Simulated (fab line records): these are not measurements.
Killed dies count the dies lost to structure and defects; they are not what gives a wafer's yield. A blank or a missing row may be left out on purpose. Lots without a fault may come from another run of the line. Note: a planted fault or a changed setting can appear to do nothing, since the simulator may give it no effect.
Matching of chambers -- flow sfq line -- SFQ_TRILAYER_I3_CMP_CMP_082 on cmp-01: 4 sister chambers
The step polishes SiO2. 17 wafers are shown with their chamber, then 8 later ones without.

## EACH WAFER AND ITS CHAMBER
wafer,chamber,motor current A (A),time to endpoint s (s)
L356.1,1,10.5,219
L356.3,0,10.0,210
L356.6,3,9.6,210
L357.2,2,9.6,204
L357.4,3,9.9,201
L357.3,1,10.9,214
L359.3,0,9.8,201
L359.6,2,9.9,220
L361.1,3,10.2,197
L361.6,2,9.6,221
L370.1,0,9.6,221
L370.3,3,10.0,205
L370.5,2,9.5,217
L373.1,3,9.7,205
L373.3,0,10.3,200
L373.6,0,9.9,212
L374.3,0,10.0,209

SIGNATURES, as means of the wafers listed above
reading,chamber 0,chamber 1,chamber 2,chamber 3,scatter within a chamber
motor current A,9.933,10.700,9.650,9.880,0.227
time to endpoint s,208.83,216.50,215.50,203.60,6.75
Rule: distance of a wafer from a chamber = root of the sum over the readings of ((wafer's reading minus chamber's mean) / reading's scatter) squared. The wafer belongs to the nearest chamber; if the next one is less than 2 further off, it can't be placed. The scatter: the root of (the sum of the squares of (reading less its chamber's mean) over the shown wafers, divided by (wafers less chambers)).

## WAFERS MISSING THEIR CHAMBER
wafer,motor current A (A),time to endpoint s (s)
L374.1,9.9,218
L374.5,9.2,211
L376.1,9.5,201
L376.3,9.5,215
L376.6,11.0,223
L377.2,11.1,222
L377.3,9.9,204
L377.4,9.5,215

## CHAMBER TAKEN BY EACH
wafer,from the rows above,in truth
L374.1,can't be placed: 2 or 0 or 3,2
L374.5,can't be placed: 2 or 3 or 0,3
L376.1,can't be placed: 3 or 0 or 2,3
L376.3,can't be placed: 2 or 0 or 3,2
L376.6,1,1
L377.2,1,1
L377.3,can't be placed: 3 or 0 or 2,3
L377.4,can't be placed: 2 or 0 or 3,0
Placed correctly: 2 of 8. Unplaceable from these rows: 6, with the true chamber sitting among the candidates in 6. Placed wrongly: 0.
